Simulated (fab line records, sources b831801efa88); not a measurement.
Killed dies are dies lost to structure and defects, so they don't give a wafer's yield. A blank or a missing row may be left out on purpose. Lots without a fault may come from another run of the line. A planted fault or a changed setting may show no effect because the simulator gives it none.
A sampling plan put to the test | flow sky130 | one fab line, 15 faults that these records tell of, each judged on the records of the lots that it struck
The plan is the line's own looks: the steps of the route at which a gauge or an inspection reads the wafer and doesn't change it. A look can be judged if struck wafers have a number there and the file gives its usual mean and standard deviation on fault-free wafers. Caught: at a look after the fault's first step, the mean of the struck wafers lies 4 or more of those standard deviations (sigma) from the usual mean. On the tool: the same test on the tool's own readings at the fault's steps. Another recipe on the struck wafers, or a record that is blank for them alone, also counts as caught.

THE FAULTS, as the simulator had put them in
1. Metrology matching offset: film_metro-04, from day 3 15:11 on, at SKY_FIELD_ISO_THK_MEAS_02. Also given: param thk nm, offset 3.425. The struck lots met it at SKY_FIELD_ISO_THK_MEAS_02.
2. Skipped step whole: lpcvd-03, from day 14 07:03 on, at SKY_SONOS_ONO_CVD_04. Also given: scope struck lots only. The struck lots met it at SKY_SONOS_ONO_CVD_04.
3. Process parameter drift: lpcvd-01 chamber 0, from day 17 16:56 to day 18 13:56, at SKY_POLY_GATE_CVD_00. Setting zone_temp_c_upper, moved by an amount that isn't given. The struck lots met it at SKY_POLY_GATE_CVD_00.
4. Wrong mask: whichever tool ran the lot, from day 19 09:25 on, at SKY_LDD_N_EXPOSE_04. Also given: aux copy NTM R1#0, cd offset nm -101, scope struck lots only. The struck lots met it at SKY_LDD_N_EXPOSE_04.
5. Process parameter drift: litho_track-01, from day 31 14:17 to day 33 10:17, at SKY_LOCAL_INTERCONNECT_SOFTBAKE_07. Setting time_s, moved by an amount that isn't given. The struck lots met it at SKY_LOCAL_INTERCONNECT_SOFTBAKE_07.
6. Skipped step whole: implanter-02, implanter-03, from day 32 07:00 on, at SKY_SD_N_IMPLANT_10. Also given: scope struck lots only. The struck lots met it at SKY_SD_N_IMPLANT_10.
7. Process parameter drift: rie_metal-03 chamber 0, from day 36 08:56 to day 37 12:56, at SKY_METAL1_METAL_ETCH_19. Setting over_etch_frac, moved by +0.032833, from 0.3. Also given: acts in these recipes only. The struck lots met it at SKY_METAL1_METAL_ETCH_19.
8. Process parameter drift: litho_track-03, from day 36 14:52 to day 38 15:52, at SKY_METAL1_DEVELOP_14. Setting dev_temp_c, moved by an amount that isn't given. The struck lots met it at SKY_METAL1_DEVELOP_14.
9. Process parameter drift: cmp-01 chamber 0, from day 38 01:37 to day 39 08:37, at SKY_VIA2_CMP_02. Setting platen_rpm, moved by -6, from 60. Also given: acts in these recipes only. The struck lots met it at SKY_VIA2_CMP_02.
10. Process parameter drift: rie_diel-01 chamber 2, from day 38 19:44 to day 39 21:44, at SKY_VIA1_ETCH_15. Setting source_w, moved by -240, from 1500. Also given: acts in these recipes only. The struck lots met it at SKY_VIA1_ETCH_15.
11. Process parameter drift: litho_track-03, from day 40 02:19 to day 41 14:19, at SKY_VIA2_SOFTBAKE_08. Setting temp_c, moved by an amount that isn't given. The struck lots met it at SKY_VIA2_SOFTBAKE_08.
12. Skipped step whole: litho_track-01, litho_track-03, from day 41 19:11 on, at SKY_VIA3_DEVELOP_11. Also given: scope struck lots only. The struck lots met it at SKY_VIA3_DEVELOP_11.
13. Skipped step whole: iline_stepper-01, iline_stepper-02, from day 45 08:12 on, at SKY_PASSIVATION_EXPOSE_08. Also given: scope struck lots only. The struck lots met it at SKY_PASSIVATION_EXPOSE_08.
14. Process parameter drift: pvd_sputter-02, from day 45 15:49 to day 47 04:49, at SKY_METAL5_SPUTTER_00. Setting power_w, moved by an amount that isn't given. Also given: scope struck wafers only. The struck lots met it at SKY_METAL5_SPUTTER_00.
15. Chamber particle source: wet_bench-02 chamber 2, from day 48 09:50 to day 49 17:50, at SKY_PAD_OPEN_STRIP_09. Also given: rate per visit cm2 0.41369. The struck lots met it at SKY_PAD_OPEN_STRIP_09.

WHAT THE PLAN SAW
fault | on the tool itself                               | first look that catches it                   | reading, sigma | median hours from its first step to that look | hours from the fault's start to the first struck lot there | judged looks passed uncaught
1     | FIELD_ISO_OXIDATION_00_THK +15 sigma             | not the one look that can be judged after it | -              | -                                             | -                                                          | 1
2     | the tool's record is blank for the struck wafers | no look after it can be judged               | -              | -                                             | -                                                          | 0
3     | spike_tc_upper_C -66 sigma                       | no look after it can be judged               | -              | -                                             | -                                                          | 0
4     | under 2 sigma                                    | not the one look that can be judged after it | -              | -                                             | -                                                          | 1
5     | run_length_s +99 or beyond sigma                 | no look after it can be judged               | -              | -                                             | -                                                          | 0
6     | the tool's record is blank for the struck wafers | SKY_SD_N_RS_MEAS_16                          | SD_N_RS +19    | 0.5                                           | 5                                                          | 0
7     | under 2 sigma                                    | no look after it can be judged               | -              | -                                             | -                                                          | 0
8     | developer_temp_C +6.0 sigma                      | no look after it can be judged               | -              | -                                             | -                                                          | 0
9     | platen_rpm -99 or beyond sigma                   | not the one look that can be judged after it | -              | -                                             | -                                                          | 1
10    | rf_fwd_power_W -41 sigma                         | no look after it can be judged               | -              | -                                             | -                                                          | 0
11    | plate_temp_C -37 sigma                           | no look after it can be judged               | -              | -                                             | -                                                          | 0
12    | the tool's record is blank for the struck wafers | no look after it can be judged               | -              | -                                             | -                                                          | 0
13    | no reading that can be judged                    | no look after it can be judged               | -              | -                                             | -                                                          | 0
14    | cathode_dc_power_W +99 or beyond sigma           | not the one look that can be judged after it | -              | -                                             | -                                                          | 1
15    | no reading that can be judged                    | no look after it can be judged               | -              | -                                             | -                                                          | 0
A dash: the fault isn't caught, or these records don't give the number.

Caught at a look: 1 of 15. Caught on the tool: 11 of 15. By one or the other: 11 of 15.
Caught on the tool alone: faults 1, 2, 3, 5, 8, 9, 10, 11, 12, 14.
Caught by neither: faults 4, 7, 13, 15.

THINNER SAMPLING
If the look that catches a fault measured only every second or every third lot, by lot number, the first struck lot would be measured this late in the worst case:
fault | struck lots at that look, in order of time | every lot | every second lot | every third lot
6     | L787, L789, L788                           | 5 h       | 14 h             | 14 h
Hours are from the fault's start to the first struck lot that is measured. The limit of 4 sigma was tested on all struck wafers together, so one lot alone may lie under it. Other struck lots may not be in these records.

THE LONGEST TIMED WAY FROM STEP TO LOOK
Fault 6: a median of 0.5 hours passes between SKY_SD_N_IMPLANT_10 and SKY_SD_N_RS_MEAS_16. No look between them can be judged.
